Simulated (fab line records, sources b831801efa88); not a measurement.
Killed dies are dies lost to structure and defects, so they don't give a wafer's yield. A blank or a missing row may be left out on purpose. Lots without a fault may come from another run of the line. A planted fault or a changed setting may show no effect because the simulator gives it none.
A struck lot beside a sound one | flow sky130 | 39 steps out of a route of 708
Sound: wafers L453.2, L453.4, L453.6. Struck: wafers L452.1, L452.3, L452.4. The cause comes at the end.
At each step with rows: each side's tool, then ch and its chambers, then its first start. Under that, the readings that differ: sound wafers | struck wafers | difference of the means | sigmas: that difference in standard deviations of wafers without a fault.
alike: readings whose means differ by less than 2 such deviations, and words and numbers that are the same on both sides. not compared: withheld readings, readings that some wafer has no value for, bounds like >300 that may hide the same value, and numbers for which the record gives no deviation and whose values overlap.
The two part at a step that has a row with sigmas, a row that says differs or no value, or rows on one side only. Numbers that don't overlap but have no deviation are shown without sigmas and don't part them. A reading that every wafer of one side lacks parts them only if that side has two wafers or more.

first, 10 steps without rows for these wafers: SKY_VIA4_STRIP_14 (strips in post etch residue remover, time 1200 s); SKY_VIA4_CLEAN_15 (cleans in IPA, time 180 s); SKY_VIA4_CLEAN_16 (cleans in O3/DIW); SKY_VIA4_SPUTTER_17 (material TiN, target thk 20 nm, time 80 s); SKY_VIA4_CVD_18 (deposits W, target thk 505 nm, time 152.14 s); SKY_VIA4_CMP_21 (polishes, stops on SiO2, t overpolish 25 s, target thk 0 nm); SKY_METAL5_SPUTTER_00 (material Ti, target thk 15 nm, time 10 s); SKY_METAL5_SPUTTER_01 (material TiN, target thk 20 nm, time 16.7 s); SKY_METAL5_SPUTTER_02 (material AlCu, target thk 1150 nm, time 61.2 s); SKY_METAL5_SPUTTER_03 (material Ti, target thk 5 nm, time 3.3 s).
SKY_METAL5_SPUTTER_04: material TiN, target thk 70 nm, time 58.3 s.
  sound on pvd_sputter-04, day 48 12:07; struck on pvd_sputter-02, day 48 10:50
  no value came back on the struck wafers for cathode_dc_power_W (W), chamber_pressure_pa (Pa), throttle_valve_pct (%), time_s (s); on the sound wafers cathode_dc_power_W (W) reads 6500.2 6500.8 6501.3
SKY_METAL5_RS_MEAS_05: measures by four-point-probe.
  sound on film_metro-04, day 48 12:11; struck on film_metro-04, day 48 11:10
  alike: METAL5_ALCU_RS
  not compared: hold
SKY_METAL5_THK_MEAS_06: measures by xrf.
  sound on film_metro-04, day 48 12:18; struck on film_metro-04, day 48 14:53
  reading              | sound          | struck         | difference | sigmas
  METAL5_ALCU_THK (nm) | 1165 1157 1159 | 1360 1365 1376 | +207       | +12
  not compared: hold
then, 7 steps without rows for these wafers: SKY_METAL5_HMDS_08 (prime time 60 s); SKY_METAL5_COAT_09 (resist thk 1800 nm); SKY_METAL5_SOFTBAKE_10 (time 60 s); SKY_METAL5_EXPOSE_11 (exposes mask MM5, target cd 1600 nm); SKY_METAL5_PEB_12; SKY_METAL5_DEVELOP_13 (develop time 60 s); SKY_METAL5_DESCUM_14 (chemistry O2, time 11 s).
SKY_METAL5_METAL_ETCH_15: etches the open film in Cl2/BCl3, stops on SiO2, target depth 1260 nm, time 252 s.
  sound on rie_metal-02 ch 0,1, day 49 05:40; struck on rie_metal-03 ch 0,1, day 49 04:33
  reading               | sound             | struck            | difference | sigmas
  oes_product_au (a.u.) | 0.895 0.902 0.899 | 0.870 0.881 0.882 | -0.021     | -4
  alike: bcl3_flow_sccm, drypump_motor_current_A, throttle_valve_pct
  not compared: rf_hours_counter_h
then, 13 steps without rows for these wafers: SKY_METAL5_STRIP_16 (strips in O2/N2); SKY_METAL5_STRIP_17 (strips in post etch residue remover, time 1200 s); SKY_METAL5_CLEAN_18 (cleans in IPA, time 180 s); SKY_METAL5_CLEAN_19 (cleans in O3/DIW); SKY_PASSIVATION_CVD_00 (deposits SiO2, target thk 90 nm); SKY_PASSIVATION_CVD_02 (deposits Si3N4, target thk 540 nm); SKY_PASSIVATION_DEHYDRATE_04 (time 60 s); SKY_PASSIVATION_HMDS_05 (prime time 60 s); SKY_PASSIVATION_COAT_06 (resist thk 3000 nm); SKY_PASSIVATION_SOFTBAKE_07; SKY_PASSIVATION_EXPOSE_08 (exposes mask NSM, target cd 3000 nm); SKY_PASSIVATION_PEB_09; SKY_PASSIVATION_DEVELOP_10 (develop time 60 s).
SKY_PASSIVATION_ETCH_11: etches the open film in CF4/O2, stops on AlCu, target depth 725 nm, time 161.1 s.
  sound on rie_diel-01 ch 0,1,3, day 49 22:51; struck on rie_diel-04 ch 0,1,3, day 49 22:12
  alike: drypump_motor_current_A, oes_product_au, throttle_valve_pct
  not compared: rf_hours_counter_h, model.PASSIVATION.feature_depth_nm
then, 2 steps without rows for these wafers: SKY_PASSIVATION_STRIP_12 (strips in O2/N2); SKY_PAD_OPEN_DEHYDRATE_00 (time 60 s).
SKY_PAD_OPEN_ETCH_07: etches the open film in CF4/O2, stops on AlCu, target depth 725 nm, time 161.1 s.
  sound on rie_diel-01 ch 1,2, day 50 15:04; struck on rie_diel-03 ch 0,2,3, day 50 14:07
  alike: drypump_motor_current_A, oes_product_au, throttle_valve_pct
  not compared: rf_hours_counter_h, model.PAD_OPEN.feature_depth_nm
then, 1 step without rows for these wafers: SKY_PAD_OPEN_PROBE_99.

WHERE THEY PART
First at SKY_METAL5_SPUTTER_04; last, within this record, at SKY_METAL5_METAL_ETCH_15. Later steps at which nothing parts them and some readings are alike: SKY_PASSIVATION_ETCH_11, SKY_PAD_OPEN_ETCH_07.

WHY: what the simulator had put in
Skipped step whole: pvd_sputter-02, from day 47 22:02 on, at SKY_METAL5_SPUTTER_04. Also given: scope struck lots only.
